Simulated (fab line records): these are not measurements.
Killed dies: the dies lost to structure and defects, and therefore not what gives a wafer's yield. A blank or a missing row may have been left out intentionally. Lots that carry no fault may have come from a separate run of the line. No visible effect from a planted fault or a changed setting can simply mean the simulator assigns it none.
Which tool was responsible? ; flow sky130 ; 11 lots (33 wafers sampled), 1 step of a 708-step route

== WHAT EACH GAUGE READ, for each wafer ==
SKY_VIA1_BOW_MEAS_03.
lot;measured;on;VIA1_BOW (um)
L850;day 33 17:40;film_metro-02;80 79 80
L852;day 34 08:27;film_metro-04;85 77 70
L853;day 34 18:35;film_metro-04;82 84 95
L856;day 35 21:25;film_metro-03;85 80 76
L857;day 36 02:07;film_metro-02;74 70 86
L858;day 36 14:08;film_metro-03;76 82 79
L865;day 38 14:00;film_metro-02;86 86 70
L867;day 39 05:04;film_metro-04;85 80 78
L868;day 39 18:35;film_metro-02;86 93 89
L869;day 39 22:16;film_metro-03;83 83 74
L870;day 40 03:14;film_metro-02;78 66 69

== TOOL THAT RAN EACH LOT (tool first, then ch and the chambers of the sampled wafers, then the start) ==
There is no process step in the record ahead of these readings.

== AS READ BY THE TOOLS THEMSELVES (means over the sampled wafers that have a number; for cases with no such wafer, the mark the record gives instead) ==
The record holds no such reading with a usual standard deviation.

== THE ANSWER, worked out from the rows above alone ==
Rule: what is usual is taken from the lots themselves. Put in order of their means at a reading, lots are off if they are a third of the lots or fewer, leave a main group of 4 or more, and stand apart from it by a gap of 3 or more times the standard deviation of the main group's means; of several such gaps the widest counts. A main group whose means are all the same, to the digits that the tables above print for the reading, isn't used. A lot without any number at a reading at which 4 lots or more have one is off too. The other lots that the step has rows for count as sound. The gauges are gone through in route order, then the tools' own readings, and for those a lot's mean is taken as printed above. The first step at which some lot is off is used, and at that step the reading that is off furthest; a lot without a number counts as furthest.
Nothing can be told from this: no lot is off at any reading shown.

== WHAT THE SIMULATOR PUT IN ==
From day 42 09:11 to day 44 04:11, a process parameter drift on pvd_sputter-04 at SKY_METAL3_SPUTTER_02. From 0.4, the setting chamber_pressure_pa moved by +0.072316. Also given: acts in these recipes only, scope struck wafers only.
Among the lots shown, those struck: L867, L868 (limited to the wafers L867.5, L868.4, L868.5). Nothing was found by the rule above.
